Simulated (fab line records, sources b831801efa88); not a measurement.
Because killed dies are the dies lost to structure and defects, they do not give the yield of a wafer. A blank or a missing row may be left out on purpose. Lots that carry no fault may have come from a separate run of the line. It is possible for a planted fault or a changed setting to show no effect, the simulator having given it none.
Chamber matching    flow gf180mcu    cmp-02 running GF_V5_CMP_04: 4 sister chambers
The step polishes SiO2. 18 wafers are shown with their chamber, then 9 later ones without.

## WAFERS WITH THEIR CHAMBER
wafer   chamber  motor_current_A (A)
L642.2  3        11.5
L642.5  2        11.6
L642.6  3        12.3
L643.1  3        11.8
L643.4  2        11.2
L643.5  3        11.5
L646.2  1        12.7
L646.3  0        12.6
L646.4  2        11.7
L648.1  0        12.0
L648.3  1        13.4
L648.4  3        11.5
L649.1  1        13.0
L649.4  3        11.8
L649.5  2        10.9
L650.1  3        11.5
L650.3  1        12.7
L650.4  0        11.8

SIGNATURES, as means of the wafers listed above
reading          chamber 0  chamber 1  chamber 2  chamber 3  scatter within a chamber
motor_current_A  12.133     12.950     11.350     11.700     0.341
Rule: a wafer's distance from a chamber is the root of the sum, over the readings, of the square of ((its reading less the chamber's mean) divided by the reading's scatter). The wafer belongs to the nearest chamber; if the next one is less than 2 further off, it can't be placed. The scatter: take each reading less its chamber's mean, square it, sum over the shown wafers, divide by the number of wafers less the number of chambers, and take the root.

## WAFERS MISSING THEIR CHAMBER
wafer   motor_current_A (A)
L654.1  11.5
L654.3  11.0
L654.6  11.3
L656.3  11.4
L656.4  11.5
L656.5  11.3
L659.2  11.7
L659.5  11.0
L659.6  11.0

## EACH ONE'S CHAMBER
wafer   from the rows above           in truth
L654.1  can't be placed: 2 or 3 or 0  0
L654.3  can't be placed: 2 or 3       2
L654.6  can't be placed: 2 or 3       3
L656.3  can't be placed: 2 or 3       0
L656.4  can't be placed: 2 or 3 or 0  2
L656.5  can't be placed: 2 or 3       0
L659.2  can't be placed: 3 or 2 or 0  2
L659.5  can't be placed: 2 or 3       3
L659.6  can't be placed: 2 or 3       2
Correctly placed: 0 of 9. These rows do not allow placing 9 (true chamber among the candidates in 7). 0 placed wrongly.
